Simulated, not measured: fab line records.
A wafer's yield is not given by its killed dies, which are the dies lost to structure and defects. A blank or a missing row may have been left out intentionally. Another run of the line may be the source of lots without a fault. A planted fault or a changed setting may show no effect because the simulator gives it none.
fab line records | flow sky130
[record] lots = 12 | wafers = 36 | last-day = 50
route steps=708 shown NWELL@77 METAL3@563
lots that met no fault: taken from a fault-free run of the same line
start-h: hours from the record's first day to the start of the lot's first wafer shown | wait-h: hours since the lot's step before | " unchanged from the row above | L1.1+2: a single row standing in for several wafers | - value missing, or start not given | * or withheld: withheld | < > ~ a bound
route shown NAME@n: a module of which the file shows steps, and the number in the route of the first | usual: the fault-free wafers' mean and standard deviation | same: alike in all rows | chamber/n: place in a boat | sites: per-site readings | _std_site: the values' standard deviation | _edge_site: mean of outer sites minus mean of inner sites | radius-mm: how far each site lies from the wafer's centre | mask NAME#n: copy n | behind: the tool/chamber that last shaped the wafer | hold: what put the lot on hold/how long, in hours/how the hold closed | device: which transistor (n, p or np) failed to switch | end of line: the tests these same wafers got at the end of their route | for a step that has no rows: nothing shown but its recipe | killed: the dies lost at the first sort to structure and to defects; this is not the yield of the wafer | map: per-die view of a wafer (x killed, . not killed, _ where there is no die)
set.NAME: the setting as run; set.NAME@STEP: as run at that earlier step | model.NAME: the simulator's own value behind a step, which no gauge read
the route's steps for a sample of lots (tables are steps, rows are wafers)
services: from which hour (start-h, from the record's first day; less than 0 if before it) a tool's chamber was out of use, for how many hours, and why
[[steps]]
[step SKY_NWELL_IMPLANT_24]
[recipe] species = B | energy-kev = 140 | dose-cm2 = 9.2e+12 | tilt-deg = withheld
[usual] beam-on-s = 9.97/0.2 | dose-ions-cm2 = 9.2e+12/9.6e+09 | faraday-current-uA = 52.0/1
lot.wafer | tool         | chamber | start-h | wait-h | beam-on-s | dose-ions-cm2 | faraday-current-uA
L288.2    | implanter-01 | 0       | 111.40  | 0.0    | 9.61      | 9.199e+12     | 53.8
L288.3    | "            | 0       | "       | "      | 9.91      | 9.201e+12     | 52.5
L288.5    | "            | 0       | "       | "      | 9.72      | 9.188e+12     | 53.3
L289.2    | implanter-03 | 0       | 119.20  | 0.0    | 10.02     | 9.184e+12     | 51.6
L289.4    | "            | 0       | "       | "      | 9.80      | 9.187e+12     | 52.8
L289.6    | "            | 0       | "       | "      | 10.14     | 9.194e+12     | 51.1
L290.1    | implanter-03 | 0       | 124.15  | 0.0    | 9.98      | 9.193e+12     | 52.0
L290.2    | "            | 0       | "       | "      | 10.39     | 9.193e+12     | 49.6
L290.3    | "            | 0       | "       | "      | 9.99      | 9.189e+12     | 52.0
L297.1    | implanter-04 | 0       | 163.87  | 0.0    | 9.71      | 9.201e+12     | 53.3
L297.3    | "            | 0       | "       | "      | 9.95      | 9.206e+12     | 51.9
L297.5    | "            | 0       | "       | "      | 10.14     | 9.209e+12     | 51.2
L300.3    | implanter-03 | 0       | 180.57  | 0.1    | 9.63      | 7.959e+12     | 46.7
L300.5    | "            | 0       | "       | "      | 9.55      | 7.974e+12     | 46.8
L300.6    | "            | 0       | "       | "      | 9.97      | 7.962e+12     | 45.1
L301.1    | implanter-03 | 0       | 186.80  | 0.0    | 9.99      | 7.965e+12     | 45.0
L301.4    | "            | 0       | "       | "      | 10.21     | 7.961e+12     | 44.1
L301.6    | "            | 0       | "       | "      | 10.20     | 7.968e+12     | 44.1
L302.2    | implanter-04 | 0       | 191.88  | 0.0    | 10.25     | 9.201e+12     | 50.5
L302.4    | "            | 0       | "       | "      | 9.80      | 9.194e+12     | 53.0
L302.6    | "            | 0       | "       | "      | 9.91      | 9.187e+12     | 52.3
L304.1    | implanter-01 | 0       | 204.93  | 0.0    | 9.93      | 9.21e+12      | 52.4
L304.2    | "            | 0       | "       | "      | 10.11     | 9.202e+12     | 51.2
L304.3    | "            | 0       | "       | "      | 9.65      | 9.209e+12     | 53.5
L305.1    | implanter-04 | 0       | 209.45  | 0.0    | 10.39     | 9.194e+12     | 50.0
L305.3    | "            | 0       | "       | "      | 9.69      | 9.209e+12     | 53.6
L305.4    | "            | 0       | "       | "      | 9.86      | 9.203e+12     | 52.7
L306.2    | implanter-04 | 0       | 214.15  | 0.0    | 10.11     | 9.204e+12     | 51.3
L306.3    | "            | 0       | "       | "      | 10.24     | 9.192e+12     | 50.8
L306.4    | "            | 0       | "       | "      | 9.92      | 9.204e+12     | 52.3
L307.2    | implanter-01 | 0       | 221.79  | 0.0    | 10.06     | 9.211e+12     | 51.6
L307.3    | "            | 0       | "       | "      | 9.89      | 9.197e+12     | 52.3
L307.5    | "            | 0       | "       | "      | 10.08     | 9.208e+12     | 51.3
L308.1    | implanter-04 | 0       | 235.83  | 0.0    | 9.98      | 9.201e+12     | 51.9
L308.2    | "            | 0       | "       | "      | 9.82      | 9.199e+12     | 52.9
L308.4    | "            | 0       | "       | "      | 9.83      | 9.198e+12     | 52.8
[step SKY_NWELL_TW_MEAS_26]
[usual] NWELL_2_TW = 494/6.6
lot.wafer | tool          | chamber | start-h | wait-h | NWELL_2_TW
L288.2    | film-metro-02 | -       | 111.64  | 0.1    | 487
L288.3    | "             | -       | "       | "      | 488
L288.5    | "             | -       | "       | "      | 487
L289.2    | film-metro-01 | -       | 119.44  | 0.1    | 492
L289.4    | "             | -       | "       | "      | 489
L289.6    | "             | -       | "       | "      | 493
L290.1    | film-metro-01 | -       | 124.40  | 0.1    | 490
L290.2    | "             | -       | "       | "      | 487
L290.3    | "             | -       | "       | "      | 490
L297.1    | film-metro-02 | -       | 164.12  | 0.1    | 490
L297.3    | "             | -       | "       | "      | 489
L297.5    | "             | -       | "       | "      | 490
L300.3    | film-metro-01 | -       | 180.79  | 0.1    | 468
L300.5    | "             | -       | "       | "      | 464
L300.6    | "             | -       | "       | "      | 464
L301.1    | film-metro-02 | -       | 187.05  | 0.1    | 473
L301.4    | "             | -       | "       | "      | 471
L301.6    | "             | -       | "       | "      | 470
L302.2    | film-metro-01 | -       | 192.11  | 0.1    | 490
L302.4    | "             | -       | "       | "      | 492
L302.6    | "             | -       | "       | "      | 494
L304.1    | film-metro-02 | -       | 205.18  | 0.1    | 490
L304.2    | "             | -       | "       | "      | 493
L304.3    | "             | -       | "       | "      | 492
L305.1    | film-metro-02 | -       | 209.70  | 0.1    | 490
L305.3    | "             | -       | "       | "      | 490
L305.4    | "             | -       | "       | "      | 489
L306.2    | film-metro-02 | -       | 214.39  | 0.1    | 490
L306.3    | "             | -       | "       | "      | 488
L306.4    | "             | -       | "       | "      | 489
L307.2    | film-metro-02 | -       | 222.03  | 0.1    | 492
L307.3    | "             | -       | "       | "      | 490
L307.5    | "             | -       | "       | "      | 492
L308.1    | film-metro-04 | -       | 236.08  | 0.1    | 506
L308.2    | "             | -       | "       | "      | 505
L308.4    | "             | -       | "       | "      | 504
[step SKY_METAL3_CD_MEAS_13]
[recipe] target-cd-nm = 300
[usual] cd-nm = 300.2/1.6
lot.wafer | tool      | chamber | start-h | wait-h | cd-nm
L288.2    | cd-sem-02 | -       | 901.26  | -      | 298.4
L288.3    | "         | -       | "       | "      | 299.1
L288.5    | "         | -       | "       | "      | 298.2
L289.2    | cd-sem-01 | -       | 912.36  | -      | 297.3
L289.4    | "         | -       | "       | "      | 297.6
L289.6    | "         | -       | "       | "      | 297.2
L290.1    | cd-sem-01 | -       | 916.08  | -      | 302.3
L290.2    | "         | -       | "       | "      | 301.0
L290.3    | "         | -       | "       | "      | 302.3
L297.1    | cd-sem-01 | -       | 972.49  | -      | 299.1
L297.3    | "         | -       | "       | "      | 299.1
L297.5    | "         | -       | "       | "      | 300.5
L300.3    | cd-sem-02 | -       | 986.12  | -      | 299.0
L300.5    | "         | -       | "       | "      | 299.5
L300.6    | "         | -       | "       | "      | 299.8
L301.1    | cd-sem-01 | -       | 998.99  | -      | 303.1
L301.4    | "         | -       | "       | "      | 303.0
L301.6    | "         | -       | "       | "      | 303.4
L302.2    | cd-sem-02 | -       | 999.96  | -      | 301.5
L302.4    | "         | -       | "       | "      | 301.9
L302.6    | "         | -       | "       | "      | 300.6
L304.1    | cd-sem-01 | -       | 1017.57 | -      | 300.9
L304.2    | "         | -       | "       | "      | 299.0
L304.3    | "         | -       | "       | "      | 300.4
L305.1    | cd-sem-02 | -       | 1019.68 | -      | 300.1
L305.3    | "         | -       | "       | "      | 299.7
L305.4    | "         | -       | "       | "      | 300.6
L306.2    | cd-sem-02 | -       | 1025.66 | -      | 298.2
L306.3    | "         | -       | "       | "      | 299.2
L306.4    | "         | -       | "       | "      | 298.9
L307.2    | cd-sem-02 | -       | 1036.99 | -      | 301.2
L307.3    | "         | -       | "       | "      | 301.8
L307.5    | "         | -       | "       | "      | 301.6
L308.1    | cd-sem-01 | -       | 1050.82 | -      | 300.4
L308.2    | "         | -       | "       | "      | 299.9
L308.4    | "         | -       | "       | "      | 298.4
[step SKY_METAL3_ETCH_16]
[recipe] chemistry = N2/H2 | target = BARC | ion-energy-ev = 200 | bias-w = 100 | pressure-mtorr = 30 | n2-flow-sccm = 100 | h2-flow-sccm = 200 | icp-w = 500 | stop-on = SiO2 | time-s = 88.2 | target-depth-a = 600
[usual] drypump-motor-current-A = 5.9/0.45 | oes-product-au = 0.626/0.0043 | throttle-valve-pct = 13.205/0.0089
lot.wafer | tool         | chamber | start-h | wait-h | drypump-motor-current-A | oes-product-au | rf-hours-counter-h | throttle-valve-pct
L288.2    | rie-metal-03 | 0       | 901.43  | 0.0    | 5.4                     | 0.630          | 1                  | 13.206
L288.3    | "            | 0       | "       | "      | 5.4                     | 0.629          | -                  | 13.215
L288.5    | "            | 0       | "       | "      | 5.4                     | 0.626          | -                  | 13.201
L289.2    | rie-metal-01 | 0       | 912.55  | 0.0    | 6.1                     | 0.627          | 12                 | 13.192
L289.4    | "            | 1       | "       | "      | 6.0                     | 0.624          | -                  | 13.197
L289.6    | "            | 1       | "       | "      | 5.9                     | 0.629          | -                  | 13.180
L290.1    | rie-metal-01 | 1       | 916.27  | 0.0    | 5.9                     | 0.623          | 3                  | 13.227
L290.2    | "            | 0       | "       | "      | 6.1                     | 0.623          | 12                 | 13.212
L290.3    | "            | 1       | "       | "      | 6.0                     | 0.623          | -                  | 13.205
L297.1    | rie-metal-03 | 1       | 972.68  | 0.0    | 6.7                     | 0.625          | 10                 | 13.196
L297.3    | "            | 0       | "       | "      | 5.4                     | 0.624          | -                  | 13.225
L297.5    | "            | 0       | "       | "      | 5.4                     | 0.628          | -                  | 13.199
L300.3    | rie-metal-04 | 0       | 986.30  | 0.0    | 5.4                     | 0.632          | -                  | 13.206
L300.5    | "            | 0       | "       | "      | 5.4                     | 0.627          | -                  | 13.199
L300.6    | "            | 1       | "       | "      | 6.0                     | 0.631          | -                  | 13.215
L301.1    | rie-metal-04 | 1       | 999.18  | 0.0    | 6.0                     | 0.626          | 15                 | 13.214
L301.4    | "            | 0       | "       | "      | 5.4                     | 0.631          | -                  | 13.206
L301.6    | "            | 0       | "       | "      | 5.4                     | 0.622          | -                  | 13.206
L302.2    | rie-metal-04 | 0       | 1000.13 | 0.0    | 5.4                     | 0.624          | 13                 | 13.204
L302.4    | "            | 1       | "       | "      | 6.0                     | 0.619          | -                  | 13.197
L302.6    | "            | 0       | "       | "      | 5.4                     | 0.630          | -                  | 13.192
L304.1    | rie-metal-01 | 0       | 1017.76 | 0.0    | 6.1                     | 0.620          | 19                 | 13.202
L304.2    | "            | 1       | "       | "      | 6.0                     | 0.627          | 9                  | 13.218
L304.3    | "            | 0       | "       | "      | 6.1                     | 0.626          | -                  | 13.205
L305.1    | rie-metal-01 | 0       | 1019.87 | 0.0    | 6.0                     | 0.619          | 19                 | 13.200
L305.3    | "            | 0       | "       | "      | 6.0                     | 0.629          | -                  | 13.209
L305.4    | "            | 1       | "       | "      | 6.0                     | 0.620          | -                  | 13.213
L306.2    | rie-metal-04 | 0       | 1025.83 | 0.0    | 5.4                     | 0.625          | 14                 | 13.202
L306.3    | "            | 1       | "       | "      | 6.0                     | 0.626          | -                  | 13.230
L306.4    | "            | 0       | "       | "      | 5.4                     | 0.630          | -                  | 13.220
L307.2    | rie-metal-03 | 1       | 1037.16 | 0.0    | 6.7                     | 0.630          | 15                 | 13.214
L307.3    | "            | 0       | "       | "      | 5.4                     | 0.625          | -                  | 13.208
L307.5    | "            | 0       | "       | "      | 5.4                     | 0.627          | -                  | 13.213
L308.1    | rie-metal-01 | 1       | 1051.01 | 0.0    | 6.0                     | 0.631          | 11                 | 13.212
L308.2    | "            | 0       | "       | "      | 6.1                     | 0.619          | 21                 | 13.208
L308.4    | "            | 1       | "       | "      | 6.0                     | 0.627          | -                  | 13.198
[step SKY_METAL3_METAL_ETCH_18]
[recipe] target-depth-a = 8450 | stop-on = SiO2 | over-etch-frac = 0.3 | time-s = 183.1 | chemistry = Cl2/BCl3 | resist-sidewall-deg = 88 | pressure-mtorr = 10 | icp-w = 900 | bias-w = 48.5 | Cl2_flow_sccm = 60 | bcl3-flow-sccm = 30
[usual] drypump-motor-current-A = 6.0/0.45 | oes-product-au = 0.865/0.0063 | throttle-valve-pct = 22.264/0.0093
[same] over-etch-frac = 0.3
lot.wafer | tool         | chamber | start-h | wait-h | drypump-motor-current-A | oes-product-au | rf-hours-counter-h | throttle-valve-pct
L288.2    | rie-metal-04 | 0       | 901.55  | 0.0    | 5.4                     | 0.863          | 8                  | 22.260
L288.3    | "            | 1       | "       | "      | 6.0                     | 0.870          | -                  | 22.266
L288.5    | "            | 1       | "       | "      | 6.0                     | 0.870          | -                  | 22.270
L289.2    | rie-metal-03 | 1       | 912.67  | 0.0    | 6.7                     | 0.861          | 7                  | 22.254
L289.4    | "            | 1       | "       | "      | 6.7                     | 0.851          | -                  | 22.264
L289.6    | "            | 0       | "       | "      | 5.4                     | 0.849          | -                  | 22.254
L290.1    | rie-metal-03 | 0       | 916.38  | 0.0    | 5.4                     | 0.871          | 2                  | 22.266
L290.2    | "            | 1       | "       | "      | 6.7                     | 0.867          | 7                  | 22.265
L290.3    | "            | 0       | "       | "      | 5.4                     | 0.868          | -                  | 22.264
L297.1    | rie-metal-04 | 0       | 972.80  | 0.0    | 5.4                     | 0.865          | 11                 | 22.262
L297.3    | "            | 1       | "       | "      | 6.0                     | 0.855          | -                  | 22.263
L297.5    | "            | 1       | "       | "      | 6.0                     | 0.862          | -                  | 22.271
L300.3    | rie-metal-01 | 0       | 986.44  | 0.1    | 6.1                     | 0.858          | -                  | 22.268
L300.5    | "            | 1       | "       | "      | 5.9                     | 0.865          | -                  | 22.280
L300.6    | "            | 0       | "       | "      | 6.1                     | 0.865          | -                  | 22.270
L301.1    | rie-metal-01 | 0       | 999.30  | 0.0    | 6.0                     | 0.877          | 17                 | 22.271
L301.4    | "            | 1       | "       | "      | 5.9                     | 0.875          | -                  | 22.258
L301.6    | "            | 1       | "       | "      | 6.0                     | 0.873          | -                  | 22.267
L302.2    | rie-metal-01 | 1       | 1000.25 | 0.0    | 5.9                     | 0.866          | 7                  | 22.287
L302.4    | "            | 1       | "       | "      | 5.9                     | 0.868          | -                  | 22.261
L302.6    | "            | 1       | "       | "      | 6.0                     | 0.870          | -                  | 22.279
L304.1    | rie-metal-03 | 1       | 1017.87 | 0.0    | 6.7                     | 0.863          | 14                 | 22.275
L304.2    | "            | 0       | "       | "      | 5.4                     | 0.865          | 6                  | 22.279
L304.3    | "            | 0       | "       | "      | 5.4                     | 0.866          | -                  | 22.244
L305.1    | rie-metal-03 | 1       | 1019.98 | 0.0    | 6.7                     | 0.866          | 14                 | 22.252
L305.3    | "            | 1       | "       | "      | 6.6                     | 0.869          | -                  | 22.276
L305.4    | "            | 0       | "       | "      | 5.4                     | 0.864          | -                  | 22.277
L306.2    | rie-metal-01 | 0       | 1025.95 | 0.0    | 6.0                     | 0.863          | 19                 | 22.276
L306.3    | "            | 1       | "       | "      | 6.0                     | 0.860          | -                  | 22.275
L306.4    | "            | 0       | "       | "      | 6.1                     | 0.858          | -                  | 22.263
L307.2    | rie-metal-04 | 1       | 1037.27 | 0.0    | 6.0                     | 0.865          | 17                 | 22.258
L307.3    | "            | 0       | "       | "      | 5.4                     | 0.862          | -                  | 22.266
L307.5    | "            | 1       | "       | "      | 6.0                     | 0.862          | -                  | 22.269
L308.1    | rie-metal-04 | 1       | 1051.12 | 0.0    | 6.0                     | 0.860          | 18                 | 22.265
L308.2    | "            | 0       | "       | "      | 5.4                     | 0.862          | 16                 | 22.249
L308.4    | "            | 0       | "       | "      | 5.4                     | 0.854          | -                  | 22.250
[[services]]
tool         | chamber | start-h | hours | kind
implanter-04 | -       | 98.29   | 0.7   | repair
rie-metal-01 | 1       | 256.00  | 2.4   | repair
rie-metal-01 | -       | 287.90  | 2.8   | pm
rie-metal-04 | -       | 336.59  | 1.5   | repair
rie-metal-01 | 1       | 378.66  | 9.5   | repair
rie-metal-04 | 1       | 437.08  | 28.4  | repair
rie-metal-04 | 0       | 442.59  | 7.0   | repair
rie-metal-04 | -       | 459.10  | 2.8   | pm
rie-metal-03 | -       | 498.87  | 2.8   | pm
rie-metal-03 | 0       | 638.29  | 1.7   | repair
rie-metal-03 | -       | 646.46  | 1.6   | repair
rie-metal-01 | -       | 672.65  | 1.2   | repair
rie-metal-01 | 0       | 719.31  | 1.0   | repair
rie-metal-01 | -       | 721.02  | 14.6  | pm
rie-metal-04 | 0       | 734.79  | 1.6   | repair
rie-metal-04 | 1       | 758.83  | 1.3   | repair
rie-metal-03 | -       | 782.75  | 1.2   | repair
rie-metal-01 | 1       | 787.42  | 3.1   | repair
rie-metal-03 | 1       | 816.45  | 12.4  | repair
rie-metal-03 | 1       | 836.14  | 14.0  | repair
rie-metal-01 | 0       | 897.57  | 11.4  | repair
rie-metal-03 | -       | 957.48  | 1.4   | pm
rie-metal-03 | 0       | 978.80  | 19.5  | repair
rie-metal-04 | -       | 1003.30 | 1.2   | repair
[[key]]
[first-sign] step = SKY_NWELL_IMPLANT_24 | reading = dose-ions-cm2 | direction = down | sigmas = 99+ | usual = * | struck = *
[effect] step = SKY_NWELL_IMPLANT_24 | reading = faraday-current-uA | direction = down | sigmas = 6.5 | usual = 52.0 | struck = 45.3
[effect] step = SKY_NWELL_TW_MEAS_26 | reading = NWELL_2_TW | direction = down | sigmas = 3.9 | usual = 494 | struck = 468
met-at SKY_NWELL_IMPLANT_24
struck-lots L300,L301
tester-left-out L300,L301
not-acting-at SKY_METAL3_CD_MEAS_13,SKY_METAL3_ETCH_16,SKY_METAL3_METAL_ETCH_18
onset-between 124.15 180.57
[fault] kind = process-parameter-drift | tool = implanter-03 | chamber = - | onset-h = 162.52 | steps = SKY_NWELL_IMPLANT_24 | channel = dose-cm2 | offset = * | shape = step | end-h = 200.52 | acts-in = * | stated = *
// tester-left-out: of these lots the tester's yield and bins aren't shown, on N5 and GAA mostly nor the transistor test; their killed dies are dies lost to structure and defects alone, not to doping, threshold or leakage, so they don't give the yield
